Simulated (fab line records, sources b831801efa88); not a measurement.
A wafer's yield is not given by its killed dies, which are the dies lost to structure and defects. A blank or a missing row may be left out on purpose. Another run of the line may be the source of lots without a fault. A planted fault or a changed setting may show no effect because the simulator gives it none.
A lot that was struck, set against a sound lot :: flow gf180mcu :: 22 out of 602 route steps
Sound: wafers L303.3, L303.4, L303.5. Wafers struck: L308.1, L308.6. The cause is given at the end.
Order at every step that has rows: each side's tool, ch and its chambers, its first start. Under that, the readings that differ: sound wafers :: struck wafers :: difference of the means :: sigmas: that difference in standard deviations of wafers without a fault.
alike: readings whose means differ by less than 2 such deviations, and words and numbers that are the same on both sides. not compared: withheld readings, readings that some wafer has no value for, bounds like >300 that may hide the same value, and numbers for which the record gives no deviation and whose values overlap.
Wherever a step has rows on one side only, a row that says differs or no value, or a row with sigmas, the two part there. Numbers that have no deviation but don't overlap get no sigmas and don't part them. A reading missing from all wafers of one side parts the sides only when that side holds two or more wafers.

GF_V5_RS_MEAS_24: the measuring method here is four-point-probe.
  sound on film metro-04 at day 28 08:11; struck on film metro-01 at day 29 21:37
  alike: V5_W_RS
GF_V5_THK_MEAS_25: measures by xrf.
  sound on film metro-04 at day 28 08:17; struck on film metro-01 at day 29 21:44
  alike: V5_W_THK
GF_V5_CMP_26: polishes, stops on SiO2, t overpolish 15 s, target thk 0 nm.
  sound on cmp-01 ch 0,1,3, day 28 08:19; struck on cmp-01 ch 0,1, day 29 22:01
reading: time to endpoint s (s)
sound: 92.9 89.3 89.6
struck: 82.8 80.4
difference: -9.0
sigmas: -3
  alike: motor current A, overpolish run s
GF_TOP_METAL_SPUTTER_00: material Ti, target thk 37.5 nm, time 150 s.
  sound on pvd sputter-04 at day 28 08:37; struck on pvd sputter-02 at day 29 22:19
  alike: throttle valve pct
GF_TOP_METAL_SPUTTER_01: material TiN, target thk 30 nm, time 25 s.
  sound on pvd sputter-04 at day 28 08:43; struck on pvd sputter-02 at day 29 22:25
  alike: throttle valve pct
GF_TOP_METAL_SPUTTER_02: material AlCu, target thk 900 nm, time 47.82 s.
  sound on pvd sputter-04 at day 28 08:46; struck on pvd sputter-02 at day 29 22:26
  alike: throttle valve pct
then, 1 step without rows for these wafers: GF_TOP_METAL_SPUTTER_03 (material Ti, target thk 5 nm, time 3.3 s).
GF_TOP_METAL_SPUTTER_04: material TiN, target thk 25 nm, time 20.8 s.
  sound on pvd sputter-04 at day 28 08:49; struck on pvd sputter-02 at day 29 22:30
  alike: throttle valve pct
GF_TOP_METAL_RS_MEAS_05: the measuring method here is four-point-probe.
  sound on film metro-01 at day 28 08:53; struck on film metro-03 at day 29 22:32
reading: TOP_METAL_ALCU_RS (ohm/sq)
sound: 0.0325 0.0324 0.0320
struck: 0.0337 0.0335
difference: +0.0013
sigmas: +4
GF_TOP_METAL_THK_MEAS_06: measures by xrf.
  sound on film metro-01 at day 28 08:59; struck on film metro-03 at day 29 22:39
reading: TOP_METAL_ALCU_THK (nm)
sound: 911 912 921
struck: 879 882
difference: -34
sigmas: -4
then, 2 steps without rows for these wafers: GF_TOP_METAL_DEHYDRATE_07 (time 60 s); GF_TOP_METAL_HMDS_08 (prime time 60 s).
GF_TOP_METAL_COAT_09: resist thk 1500 nm.
  sound on litho track-03 ch 0, day 28 19:28; struck on litho track-03 ch 0, day 30 07:07
reading: model.NOVOLAK_of_TOP_METAL_COAT_09.thk nm (nm)
sound: 1501 1501 1500
struck: 1475 1475
difference: -26
sigmas: 
then, 4 steps without rows for these wafers: GF_TOP_METAL_SOFTBAKE_10 (time 60 s); GF_TOP_METAL_EXPOSE_11 (exposes mask MetalTop, target cd 440 nm); GF_TOP_METAL_PEB_12; GF_TOP_METAL_DEVELOP_13 (develop time 60 s).
GF_TOP_METAL_CD_MEAS_14 targets a cd of 440 nm.
  sound on cd sem-02 at day 29 04:21; struck on cd sem-02 at day 30 17:40
  alike: cd nm
GF_TOP_METAL_OVL_MEAS_15:
  sound on overlay-02 at day 29 04:26; struck on overlay-01 at day 30 17:47
  alike: TOP_METAL_OVL
GF_TOP_METAL_METAL_ETCH_16: etches the open film in Cl2/BCl3, stops on SiO2, target depth 1197 nm, time 199.5 s.
  sound on rie metal-04 ch 0,1, day 29 04:32; struck on rie metal-02 ch 1, day 30 17:49
reading: rf fwd power W (W)
sound: 791.4 793.1 793.4
struck: 799.4 800.9
difference: +7.5
sigmas: +3

reading: model.NOVOLAK_of_TOP_METAL_COAT_09.thk nm (nm)
sound: 1017 1017 1019
struck: 989 990.2
difference: -28
sigmas: 
  alike: drypump motor current A, he backside leak sccm, oes product au, throttle valve pct
  not compared: rf hours counter h
GF_TOP_METAL_STRIP_17: strips in O2/N2.
  sound on plasma asher-03 ch 0,1, day 29 04:41; struck on plasma asher-01 ch 0,1, day 30 18:01
reading: strip time to endpoint s (s)
sound: 12.87 12.86 12.88
struck: 12.60 12.61
difference: -0.26
sigmas: -4
  alike: drypump motor current A, heater power w, oes product au
  not compared: rf hours counter h
then, 1 step without rows for these wafers: GF_TOP_METAL_STRIP_18 (strips in post etch residue remover, time 1200 s).

WHERE THEY PART
At GF_V5_CMP_26 first; at GF_TOP_METAL_STRIP_17 last (within this record only).

WHY: whatever the simulator had introduced
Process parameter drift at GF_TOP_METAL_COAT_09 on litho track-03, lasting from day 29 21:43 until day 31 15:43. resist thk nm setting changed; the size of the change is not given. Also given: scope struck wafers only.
